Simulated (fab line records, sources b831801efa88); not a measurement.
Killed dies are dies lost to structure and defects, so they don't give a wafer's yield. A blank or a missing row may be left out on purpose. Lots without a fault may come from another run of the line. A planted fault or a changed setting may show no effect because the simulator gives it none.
fab line records | flow gf180mcu
record lots=24 wafers=72 last_day=34
route steps=602 shown V3@451 M4@458 V4@492 MIM@523
lots that met no fault: from a run of the same line without faults
start_h: hours from the record's first day to the start of the lot's first wafer shown | wait_h: hours since the lot's step before | " the same as in the row above | L1.1+2: a row that stands for several wafers | - no value, or no start given | * or withheld: withheld | < > ~ a bound
route shown NAME@n: a module of which the file shows steps, and the number in the route of the first | usual: mean/standard deviation of fault-free wafers | same: alike in all rows | chamber/n: place in a boat | sites: the reading at each site | _std_site: their standard deviation | _edge_site: outer sites' mean less inner sites' | radius_mm: how far each site lies from the wafer's centre | mask NAME#n: copy n | behind: the tool/chamber that last shaped the wafer | hold: why the lot was held/for how many hours/how that ended | device: the transistor (n, p or np) that didn't switch | end of line: the same wafers' tests at the end of the route | a step without rows: its recipe alone | killed: dies lost to structure and defects at the first sort, not the wafer's yield | map: a wafer's dies, x killed, . not, _ none there
set.NAME: the setting as run; set.NAME@STEP: as run at that earlier step | model.NAME: the simulator's own value behind a step, which no gauge read
steps of the route over a sample of lots; a table a step, a row a wafer
services: from which hour (start_h, from the record's first day; less than 0 if before it) a tool's chamber was out of use, for how many hours, and why
## steps
# step GF_V3_SPUTTER_22
# recipe material=TiN target_thk_nm=10 chamber_pressure_pa=5 power_w=4000 time_s=40
# usual throttle_valve_pct=30.4/0.95
# columns lot.wafer tool chamber start_h wait_h throttle_valve_pct
L074.1 pvd_sputter-04 - 514.89 0.0 29.5
L074.3 " - " " 32.6
L074.4 " - " " 28.9
L075.1 pvd_sputter-03 - 516.91 0.0 30.6
L075.5 " - " " 30.6
L075.6 " - " " 30.4
L076.1 pvd_sputter-02 - 525.59 0.0 30.4
L076.4 " - " " 30.1
L076.6 " - " " 31.7
L077.1 pvd_sputter-03 - 545.22 0.0 30.6
L077.5 " - " " 28.9
L077.6 " - " " 29.8
L078.1 pvd_sputter-02 - 554.45 0.0 31.8
L078.4 " - " " 30.3
L078.5 " - " " 31.7
L080.1 pvd_sputter-02 - 572.19 0.0 31.8
L080.4 " - " " 30.0
L080.5 " - " " 31.8
L079.2 pvd_sputter-03 - 574.56 0.0 30.6
L079.4 " - " " 28.6
L079.5 " - " " 28.5
L082.4 pvd_sputter-02 - 584.33 0.0 29.9
L082.5 " - " " 31.6
L082.6 " - " " 30.2
L081.1 pvd_sputter-02 - 585.93 0.0 30.3
L081.2 " - " " 31.2
L081.6 " - " " 29.7
L083.1 pvd_sputter-02 - 593.22 0.0 31.7
L083.5 " - " " 31.6
L083.6 " - " " 30.2
L084.2 pvd_sputter-03 - 603.17 0.0 30.6
L084.4 " - " " 30.7
L084.6 " - " " 30.3
L085.2 pvd_sputter-03 - 610.52 0.0 30.5
L085.4 " - " " 28.9
L085.6 " - " " 30.5
L086.3 pvd_sputter-03 - 611.49 0.0 28.3
L086.5 " - " " 28.4
L086.6 " - " " 29.4
L087.1 pvd_sputter-02 - 622.87 0.0 30.6
L087.3 " - " " 31.6
L087.6 " - " " 30.1
L088.1 pvd_sputter-03 - 623.92 0.0 30.8
L088.2 " - " " 29.6
L088.6 " - " " 30.2
L089.1 pvd_sputter-02 - 634.47 0.0 31.1
L089.4 " - " " 31.9
L089.6 " - " " 30.1
L090.1 pvd_sputter-02 - 641.47 0.0 31.8
L090.4 " - " " 30.1
L090.6 " - " " 29.9
L091.1 pvd_sputter-02 - 643.29 0.0 30.4
L091.2 " - " " 30.0
L091.3 " - " " 31.4
L092.1 pvd_sputter-02 - 651.82 0.0 30.1
L092.5 " - " " 31.2
L092.6 " - " " 30.3
L093.2 pvd_sputter-03 - 662.59 0.0 29.3
L093.4 " - " " 30.8
L093.5 " - " " 30.8
L094.1 pvd_sputter-03 - 666.62 0.0 28.6
L094.2 " - " " 31.0
L094.6 " - " " 30.6
L095.1 pvd_sputter-02 - 672.75 0.0 31.8
L095.4 " - " " 30.0
L095.5 " - " " 30.5
L096.1 pvd_sputter-02 - 680.62 0.0 31.6
L096.4 " - " " 30.4
L096.5 " - " " 29.9
L097.1 pvd_sputter-04 - 689.09 0.0 32.4
L097.2 " - " " 29.3
L097.5 " - " " 29.7
# step GF_V3_CVD_23
# recipe material=W target_thk_nm=350 time_s=104.9 temp_c=400 pressure_torr=40
# usual heater_power_w=944/38
# columns lot.wafer tool chamber start_h wait_h heater_power_w
L074.1 cvd_w-01 0 514.93 0.0 939
L074.3 " 1 " " 989
L074.4 " 0 " " 940
L075.1 cvd_w-02 0 516.95 0.0 969
L075.5 " 1 " " 887
L075.6 " 0 " " 972
L076.1 cvd_w-01 0 525.63 0.0 915
L076.4 " 0 " " 917
L076.6 " 0 " " 915
L077.1 cvd_w-02 0 545.26 0.0 996
L077.5 " 1 " " 882
L077.6 " 0 " " 976
L078.1 cvd_w-02 1 554.49 0.0 861
L078.4 " 1 " " 906
L078.5 " 1 " " 882
L080.1 cvd_w-02 0 572.23 0.0 974
L080.4 " 1 " " 895
L080.5 " 1 " " 865
L079.2 cvd_w-02 0 574.59 0.0 981
L079.4 " 1 " " 907
L079.5 " 1 " " 894
L082.4 cvd_w-02 0 584.41 0.1 957
L082.5 " 1 " " 887
L082.6 " 0 " " 976
L081.1 cvd_w-01 0 585.97 0.0 933
L081.2 " 1 " " 982
L081.6 " 1 " " 995
L083.1 cvd_w-01 0 593.26 0.0 923
L083.5 " 0 " " 930
L083.6 " 1 " " 968
L084.2 cvd_w-02 0 603.21 0.0 962
L084.4 " 0 " " 990
L084.6 " 0 " " 968
L085.2 cvd_w-02 1 610.56 0.0 883
L085.4 " 1 " " 898
L085.6 " 0 " " 981
L086.3 cvd_w-01 0 611.57 0.1 957
L086.5 " 1 " " 990
L086.6 " 0 " " 952
L087.1 cvd_w-01 0 622.91 0.0 938
L087.3 " 1 " " 953
L087.6 " 1 " " 979
L088.1 cvd_w-01 1 623.96 0.0 970
L088.2 " 0 " " 950
L088.6 " 1 " " 971
L089.1 cvd_w-01 0 634.51 0.0 927
L089.4 " 1 " " 987
L089.6 " 1 " " 1005
L090.1 cvd_w-01 1 641.51 0.0 952
L090.4 " 0 " " 962
L090.6 " 1 " " 950
L091.1 cvd_w-02 1 643.33 0.0 893
L091.2 " 0 " " 998
L091.3 " 1 " " 880
L092.1 cvd_w-02 1 651.86 0.0 890
L092.5 " 0 " " 976
L092.6 " 1 " " 878
L093.2 cvd_w-01 0 662.63 0.0 960
L093.4 " 0 " " 923
L093.5 " 0 " " 961
L094.1 cvd_w-01 0 666.66 0.0 945
L094.2 " 1 " " 966
L094.6 " 0 " " 950
L095.1 cvd_w-02 0 672.79 0.0 970
L095.4 " 0 " " 987
L095.5 " 0 " " 991
L096.1 cvd_w-01 1 680.66 0.0 967
L096.4 " 0 " " 972
L096.5 " 1 " " 996
L097.1 cvd_w-01 0 689.13 0.0 956
L097.2 " 1 " " 954
L097.5 " 1 " " 984
# step GF_V3_CMP_26
# recipe stop_on=SiO2 down_force_psi=3.5 platen_rpm=60 t_overpolish_s=15 target_thk_nm=0 pad_velocity_m_s=0.94248
# usual motor_current_A=10.6/0.81 overpolish_run_s=14.999/0.0091 time_to_endpoint_s=86/7
# columns lot.wafer tool chamber start_h wait_h motor_current_A overpolish_run_s time_to_endpoint_s
L074.1 cmp-02 2 515.22 0.1 11.0 15.003 89
L074.3 " 3 " " 11.2 15.006 98
L074.4 " 1 " " 10.6 15.001 75
L075.1 cmp-01 1 517.34 0.1 11.8 15.008 86
L075.6 " 3 " " 10.4 15.012 82
L075.5 " 0 " " 9.2 14.974 88
L076.1 cmp-02 0 526.02 0.2 9.6 14.982 86
L076.4 " 1 " " 10.0 14.994 76
L076.6 " 0 " " 10.3 14.991 86
L077.1 cmp-01 2 545.55 0.1 9.3 14.998 95
L077.5 " 2 " " 9.7 14.999 95
L077.6 " 3 " " 11.3 14.986 92
L078.1 cmp-01 3 554.89 0.1 11.2 15.003 83
L078.4 " 1 " " 11.2 14.993 87
L078.5 " 3 " " 11.2 14.995 86
L080.4 cmp-02 1 572.57 0.1 9.7 15.007 72
L080.1 " 2 " " 11.1 15.010 87
L080.5 " 0 " " 10.1 14.997 80
L079.2 cmp-02 1 574.94 0.1 10.4 14.991 80
L079.4 " 3 " " 11.2 14.996 96
L079.5 " 0 " " 9.9 15.000 82
L082.4 cmp-02 1 584.81 0.2 10.9 14.995 76
L082.6 " 2 " " 11.4 14.993 86
L082.5 " 3 " " 11.1 15.003 90
L081.1 cmp-01 3 586.31 0.1 10.9 15.022 82
L081.2 " 0 " " 10.0 15.018 93
L081.6 " 3 " " 11.5 14.999 82
L083.1 cmp-02 0 593.55 0.1 10.6 15.011 78
L083.6 " 0 " " 10.2 14.999 77
L083.5 " 1 " " 10.5 15.009 74
L084.4 cmp-01 2 603.50 0.0 9.9 14.976 92
L084.2 " 1 " " 11.4 14.985 85
L084.6 " 3 " " 10.7 14.997 86
L085.2 cmp-02 1 610.95 0.1 9.9 15.004 76
L085.4 " 2 " " 11.4 15.008 90
L085.6 " 3 " " 12.0 14.997 94
L086.3 cmp-01 3 611.82 0.0 11.3 15.010 86
L086.6 " 3 " " 11.0 14.998 85
L086.5 " 0 " " 9.8 14.998 100
L087.1 cmp-02 3 623.31 0.2 11.2 14.985 92
L087.3 " 0 " " 10.1 15.002 85
L087.6 " 1 " " 11.0 15.006 78
L088.2 cmp-02 1 624.46 0.3 9.5 15.005 72
L088.1 " 3 " " 11.2 14.986 92
L088.6 " 0 " " 9.5 15.010 79
L089.1 cmp-01 3 634.80 0.1 11.5 15.016 86
L089.4 " 0 " " 9.5 14.988 104
L089.6 " 3 " " 11.3 14.992 89
L090.4 cmp-01 1 641.85 0.1 11.3 14.994 87
L090.1 " 2 " " 9.8 14.997 92
L090.6 " 1 " " 11.7 14.998 85
L091.3 cmp-01 0 643.67 0.1 9.4 15.001 97
L091.2 " 1 " " 11.3 15.003 86
L091.1 " 2 " " 9.7 15.008 90
L092.1 cmp-02 1 652.15 0.1 10.3 14.998 68
L092.5 " 1 " " 10.6 14.990 73
L092.6 " 2 " " 11.1 15.001 81
L093.4 cmp-02 3 663.02 0.1 11.9 15.010 91
L093.2 " 0 " " 9.4 14.995 81
L093.5 " 1 " " 10.2 15.010 71
L094.1 cmp-02 0 666.95 0.1 9.8 14.984 83
L094.2 " 1 " " 10.1 15.000 76
L094.6 " 1 " " 10.4 14.995 74
L095.1 cmp-01 1 673.08 0.1 11.3 14.991 85
L095.4 " 3 " " 10.9 15.016 85
L095.5 " 1 " " 12.1 15.013 83
L096.4 cmp-02 3 680.95 0.0 11.7 14.997 93
L096.1 " 2 " " 11.7 14.998 85
L096.5 " 0 " " 9.9 14.995 83
L097.2 cmp-02 3 689.42 0.0 11.8 15.000 98
L097.1 " 0 " " 10.4 14.986 81
L097.5 " 0 " " 10.0 15.000 82
# step GF_M4_SPUTTER_02
# recipe material=AlCu target_thk_nm=450 power_w=10600 time_s=23.9 chamber_pressure_pa=0.4
# usual throttle_valve_pct=29.6/1
# columns lot.wafer tool chamber start_h wait_h throttle_valve_pct
L074.1 pvd_sputter-03 - 515.65 0.0 30.8
L074.3 " - " " 29.6
L074.4 " - " " 28.5
L075.1 pvd_sputter-01 - 517.67 0.0 27.8
L075.5 " - " " 28.1
L075.6 " - " " 29.4
L076.1 pvd_sputter-04 - 526.40 0.0 29.4
L076.4 " - " " 32.4
L076.6 " - " " 32.3
L077.1 pvd_sputter-04 - 545.99 0.0 29.5
L077.5 " - " " 29.7
L077.6 " - " " 32.3
L078.1 pvd_sputter-04 - 555.33 0.0 29.6
L078.4 " - " " 29.5
L078.5 " - " " 29.4
L080.1 pvd_sputter-01 - 572.95 0.0 29.9
L080.4 " - " " 28.0
L080.5 " - " " 29.2
L079.2 pvd_sputter-01 - 575.32 0.0 29.6
L079.4 " - " " 27.9
L079.5 " - " " 29.3
L082.4 pvd_sputter-03 - 585.11 0.0 30.5
L082.5 " - " " 30.8
L082.6 " - " " 29.5
L081.1 pvd_sputter-01 - 586.69 0.0 29.7
L081.2 " - " " 29.3
L081.6 " - " " 28.2
L083.1 pvd_sputter-03 - 593.98 0.0 30.5
L083.5 " - " " 30.5
L083.6 " - " " 29.7
L084.2 pvd_sputter-01 - 603.93 0.0 29.7
L084.4 " - " " 29.1
L084.6 " - " " 29.3
L085.2 pvd_sputter-01 - 611.28 0.0 29.5
L085.4 " - " " 27.9
L085.6 " - " " 28.9
L086.3 pvd_sputter-01 - 612.25 0.0 29.5
L086.5 " - " " 29.6
L086.6 " - " " 27.9
L087.1 pvd_sputter-03 - 623.65 0.0 30.9
L087.3 " - " " 28.5
L087.6 " - " " 30.6
L088.1 pvd_sputter-01 - 624.85 0.0 29.6
L088.2 " - " " 29.0
L088.6 " - " " 29.6
L089.1 pvd_sputter-01 - 635.23 0.0 29.4
L089.4 " - " " 29.1
L089.6 " - " " 27.8
L090.1 pvd_sputter-03 - 642.23 0.0 28.8
L090.4 " - " " 30.5
L090.6 " - " " 30.8
L091.1 pvd_sputter-01 - 644.05 0.0 29.3
L091.2 " - " " 29.0
L091.3 " - " " 29.5
L092.1 pvd_sputter-03 - 652.58 0.0 30.7
L092.5 " - " " 28.9
L092.6 " - " " 30.6
L093.2 pvd_sputter-03 - 663.35 0.0 30.5
L093.4 " - " " 30.6
L093.5 " - " " 30.8
L094.1 pvd_sputter-03 - 667.38 0.0 28.5
L094.2 " - " " 30.4
L094.6 " - " " 30.7
L095.1 pvd_sputter-01 - 673.51 0.0 29.1
L095.4 " - " " 28.1
L095.5 " - " " 29.3
L096.1 pvd_sputter-04 - 681.38 0.0 29.4
L096.4 " - " " 28.8
L096.5 " - " " 29.0
L097.1 pvd_sputter-03 - 689.85 0.0 30.5
L097.2 " - " " 29.6
L097.5 " - " " 29.3
# step GF_V4_ETCH_16
# recipe chemistry=N2/H2 target_depth_a=withheld overetch_a=withheld time_s=withheld target=BARC ion_energy_ev=200 source_w=500 bias_w=100 pressure_mtorr=30 n2_flow_sccm=100 h2_flow_sccm=200
# usual drypump_motor_current_A=5.6/0.51 h2_flow_sccm=200.1/0.63 oes_product_au=0.854/0.005 throttle_valve_pct=13.223/0.0096
# columns lot.wafer tool chamber start_h wait_h drypump_motor_current_A h2_flow_sccm oes_product_au throttle_valve_pct
L074.1 rie_diel-03 2 562.57 0.0 5.4 200.6 0.854 13.209
L074.3 " 3 " " 6.3 200.5 0.851 13.215
L074.4 " 1 " " 5.9 200.4 0.848 13.205
L075.1 rie_diel-03 2 564.48 0.0 5.4 200.9 0.860 13.224
L075.5 " 0 " " 6.0 200.6 0.852 13.220
L075.6 " 1 " " 5.9 200.5 0.861 13.218
L076.1 rie_diel-01 3 572.58 0.0 6.3 200.3 0.847 13.222
L076.4 " 1 " " 5.1 199.5 0.856 13.236
L076.6 " 2 " " 4.7 200.4 0.843 13.212
L077.1 rie_diel-02 2 591.12 0.0 5.9 200.4 0.860 13.222
L077.5 " 2 " " 5.9 200.6 0.849 13.223
L077.6 " 3 " " 5.3 200.6 0.856 13.229
L078.1 rie_diel-02 1 600.08 0.0 5.7 200.3 0.850 13.233
L078.4 " 3 " " 5.3 200.7 0.854 13.220
L078.5 " 1 " " 5.7 199.9 0.853 13.230
L080.1 rie_diel-01 0 614.72 0.0 6.0 199.2 0.849 13.229
L080.4 " 1 " " 5.1 199.1 0.870 13.225
L080.5 " 3 " " 6.3 200.6 0.856 13.213
L079.2 rie_diel-02 3 617.08 0.0 5.3 200.8 0.853 13.229
L079.4 " 0 " " 5.3 199.5 0.850 13.238
L079.5 " 0 " " 5.3 199.2 0.851 13.234
L082.4 rie_diel-02 1 625.78 0.0 5.7 199.6 0.851 13.216
L082.5 " 2 " " 5.8 200.4 0.853 13.214
L082.6 " 3 " " 5.3 200.8 0.846 13.222
L081.1 rie_diel-01 3 627.13 0.0 6.3 199.8 0.859 13.219
L081.2 " 0 " " 5.9 200.6 0.864 13.226
L081.6 " 1 " " 5.1 200.5 0.852 13.234
L083.1 rie_diel-03 2 634.37 0.0 5.4 199.9 0.856 13.236
L083.5 " 0 " " 6.0 201.4 0.847 13.231
L083.6 " 3 " " 6.3 199.0 0.856 13.224
L084.2 rie_diel-01 3 643.67 0.0 6.3 200.2 0.860 13.215
L084.4 " 2 " " 4.7 200.4 0.853 13.224
L084.6 " 1 " " 5.1 200.3 0.859 13.214
L085.2 rie_diel-03 1 652.02 0.0 5.9 199.6 0.856 13.213
L085.4 " 1 " " 5.9 201.0 0.853 13.219
L085.6 " 2 " " 5.4 200.2 0.856 13.227
L086.3 rie_diel-02 3 652.82 0.0 5.3 200.4 0.857 13.224
L086.5 " 0 " " 5.3 199.8 0.852 13.233
L086.6 " 1 " " 5.7 199.3 0.849 13.229
L087.1 rie_diel-01 1 664.72 0.0 5.1 199.9 0.848 13.219
L087.3 " 0 " " 5.9 201.1 0.856 13.222
L087.6 " 0 " " 6.0 200.2 0.853 13.225
L088.1 rie_diel-01 0 666.28 0.0 5.9 199.2 0.857 13.212
L088.2 " 2 " " 4.7 200.3 0.856 13.227
L088.6 " 2 " " 4.7 200.6 0.856 13.233
L089.1 rie_diel-01 0 676.12 0.0 5.9 199.6 0.853 13.226
L089.4 " 3 " " 6.3 201.0 0.854 13.221
L089.6 " 1 " " 5.1 199.7 0.860 13.207
L090.1 rie_diel-03 3 682.57 0.0 6.3 200.4 0.857 13.220
L090.4 " 0 " " 6.0 199.1 0.856 13.228
L090.6 " 3 " " 6.3 200.4 0.842 13.215
L091.1 rie_diel-01 1 684.38 0.0 5.1 199.9 0.861 13.233
L091.2 " 2 " " 4.7 200.8 0.859 13.233
L091.3 " 0 " " 5.9 200.4 0.857 13.228
L092.1 rie_diel-02 1 691.83 0.0 5.7 200.1 0.839 13.225
L092.5 " 3 " " 5.3 200.4 0.853 13.224
L092.6 " 0 " " 5.3 200.4 0.850 13.218
L093.2 rie_diel-03 2 703.02 0.0 5.4 200.0 0.854 13.234
L093.4 " 2 " " 5.4 201.1 0.850 13.212
L093.5 " 3 " " 6.3 200.1 0.849 13.226
L094.1 rie_diel-02 1 706.12 0.0 5.7 200.6 0.858 13.219
L094.2 " 2 " " 5.8 199.2 0.858 13.223
L094.6 " 2 " " 5.9 199.7 0.860 13.230
L095.1 rie_diel-03 3 711.82 0.0 6.3 199.6 0.863 13.218
L095.4 " 0 " " 5.9 200.2 0.856 13.227
L095.5 " 2 " " 5.4 200.5 0.836 13.239
L096.1 rie_diel-03 1 719.42 0.0 5.9 199.2 0.852 13.235
L096.4 " 2 " " 5.4 199.9 0.848 13.211
L096.5 " 1 " " 5.9 199.9 0.856 13.237
L097.1 rie_diel-01 1 727.73 0.0 5.1 200.3 0.848 13.234
L097.2 " 2 " " 4.7 199.3 0.850 13.218
L097.5 " 3 " " 6.4 199.7 0.840 13.218
# step GF_MIM_STRIP_20
# recipe chemistry=O2/N2 power_w=1400 pressure_mtorr=1500 platen_temp_c=250 o2_flow_sccm=3000 n2_flow_sccm=300 overash_fraction=0.5
# usual drypump_motor_current_A=5.6/0.43 heater_power_w=342/25 oes_product_au=0.692/0.005 strip_time_to_endpoint_s=11.24/0.062
# columns lot.wafer tool chamber start_h wait_h drypump_motor_current_A heater_power_w oes_product_au rf_hours_counter_h strip_time_to_endpoint_s
L074.1 plasma_asher-04 0 585.86 0.0 5.2 352 0.690 94 11.28
L074.3 " 1 " " 6.0 304 0.694 - 11.32
L074.4 " 0 " " 5.2 334 0.693 - 11.31
L075.1 plasma_asher-03 0 588.01 0.0 5.4 330 0.694 52 11.21
L075.5 " 0 " " 5.4 325 0.696 - 11.26
L075.6 " 1 " " 6.1 372 0.692 - 11.21
L076.1 plasma_asher-03 0 595.54 0.0 5.4 325 0.696 52 11.19
L076.4 " 0 " " 5.5 328 0.694 - 11.18
L076.6 " 0 " " 5.4 326 0.696 - 11.26
L077.1 plasma_asher-04 0 617.68 0.1 5.2 349 0.695 97 11.30
L077.5 " 1 " " 6.0 310 0.699 - 11.29
L077.6 " 0 " " 5.2 344 0.699 - 11.34
L078.1 plasma_asher-04 1 620.41 0.1 6.1 309 0.700 98 11.36
L078.4 " 0 " " 5.2 344 0.704 - 11.35
L078.5 " 0 " " 5.2 346 0.698 - 11.38
L080.1 plasma_asher-04 0 637.49 0.0 5.2 335 0.687 99 11.30
L080.4 " 1 " " 6.1 299 0.692 - 11.21
L080.5 " 1 " " 6.0 306 0.687 - 11.30
L079.2 plasma_asher-03 0 639.09 0.0 5.4 315 0.699 57 11.34
L079.4 " 0 " " 5.4 328 0.702 - 11.30
L079.5 " 1 " " 6.0 364 0.697 - 11.28
L082.4 plasma_asher-04 1 647.57 0.1 6.0 304 0.691 - 11.21
L082.5 " 1 " " 6.1 311 0.694 - 11.21
L082.6 " 0 " " 5.2 350 0.689 - 11.19
L081.1 plasma_asher-03 1 648.89 0.0 6.1 365 0.689 58 11.19
L081.2 " 0 " " 5.4 337 0.686 58 11.27
L081.6 " 1 " " 6.0 367 0.695 - 11.20
L083.1 plasma_asher-03 1 655.64 0.0 6.0 369 0.701 59 11.26
L083.5 " 1 " " 6.0 374 0.695 - 11.28
L083.6 " 0 " " 5.4 334 0.685 - 11.27
L084.2 plasma_asher-03 0 664.94 0.0 5.4 334 0.693 61 11.35
L084.4 " 1 " " 6.1 366 0.699 - 11.32
L084.6 " 0 " " 5.5 324 0.699 - 11.23
L085.2 plasma_asher-04 1 672.61 0.0 6.1 310 0.702 103 11.37
L085.4 " 0 " " 5.2 348 0.684 - 11.23
L085.6 " 1 " " 6.1 307 0.696 - 11.25
L086.3 plasma_asher-01 1 674.27 0.1 4.8 375 0.684 - 11.19
L086.5 " 0 " " 5.9 381 0.685 - 11.19
L086.6 " 1 " " 4.8 381 0.689 - 11.22
L087.1 plasma_asher-04 1 685.71 0.0 6.1 303 0.692 105 11.16
L087.3 " 0 " " 5.2 348 0.688 - 11.16
L087.6 " 0 " " 5.2 351 0.697 - 11.15
L088.1 plasma_asher-04 1 686.61 0.0 6.1 298 0.695 105 11.26
L088.2 " 0 " " 5.2 345 0.694 105 11.29
L088.6 " 1 " " 6.1 314 0.689 - 11.23
L089.1 plasma_asher-03 0 696.64 0.0 5.4 325 0.686 64 11.16
L089.4 " 0 " " 5.4 322 0.688 - 11.17
L089.6 " 1 " " 6.0 365 0.696 - 11.23
L090.1 plasma_asher-03 0 702.54 0.0 5.4 329 0.693 65 11.17
L090.4 " 1 " " 6.1 366 0.692 - 11.15
L090.6 " 0 " " 5.4 337 0.695 - 11.26
L091.1 plasma_asher-04 1 705.09 0.0 6.1 307 0.687 107 11.19
L091.2 " 0 " " 5.2 359 0.685 107 11.15
L091.3 " 0 " " 5.2 361 0.691 - 11.17
L092.1 plasma_asher-03 0 711.76 0.0 5.4 323 0.700 66 11.21
L092.5 " 1 " " 6.1 365 0.684 - 11.20
L092.6 " 0 " " 5.4 326 0.681 - 11.15
L093.2 plasma_asher-04 0 723.11 0.0 5.2 345 0.697 108 11.30
L093.4 " 1 " " 6.0 301 0.686 - 11.17
L093.5 " 0 " " 5.2 355 0.691 - 11.27
L094.1 plasma_asher-03 0 726.34 0.0 5.4 332 0.691 67 11.26
L094.2 " 1 " " 6.0 365 0.694 67 11.19
L094.6 " 0 " " 5.4 327 0.679 - 11.19
L095.1 plasma_asher-04 0 731.01 0.0 5.2 351 0.692 109 11.17
L095.4 " 1 " " 6.0 309 0.689 - 11.18
L095.5 " 1 " " 6.1 316 0.689 - 11.24
L096.1 plasma_asher-01 0 738.54 0.0 5.9 375 0.698 96 11.27
L096.4 " 1 " " 4.8 384 0.699 - 11.18
L096.5 " 1 " " 4.7 383 0.692 - 11.19
L097.1 plasma_asher-01 0 746.24 0.0 5.9 380 0.692 98 11.22
L097.2 " 1 " " 4.8 378 0.691 98 11.14
L097.5 " 1 " " 4.8 382 0.695 - 11.25
## services
# columns tool chamber start_h hours kind
cmp-01 - 492.65 7.2 pm
pvd_sputter-03 - 522.53 13.6 repair
cmp-01 - 524.72 2.5 repair
cmp-02 - 526.67 1.0 repair
cmp-02 - 545.26 0.3 repair
cvd_w-02 0 547.52 9.4 repair
cvd_w-01 - 548.79 6.0 pm
cmp-01 - 572.00 4.0 pm
cmp-01 - 573.08 0.6 repair
pvd_sputter-01 - 581.00 3.0 repair
cvd_w-02 - 595.49 6.9 pm
cmp-02 - 664.87 1.2 repair
cmp-02 - 687.40 0.8 repair
cmp-02 - 689.98 10.2 pm
cmp-02 - 701.60 0.8 repair
cmp-02 - 701.61 5.3 repair
cvd_w-01 0 702.06 5.2 repair
cvd_w-01 - 709.00 0.5 repair
pvd_sputter-02 - 717.92 4.7 repair
plasma_asher-04 - 733.75 9.0 pm
pvd_sputter-02 - 734.97 8.1 repair
cmp-02 - 744.41 4.0 pm
cvd_w-01 - 744.82 1.5 repair
cvd_w-01 - 746.19 1.0 repair
## key
fault none
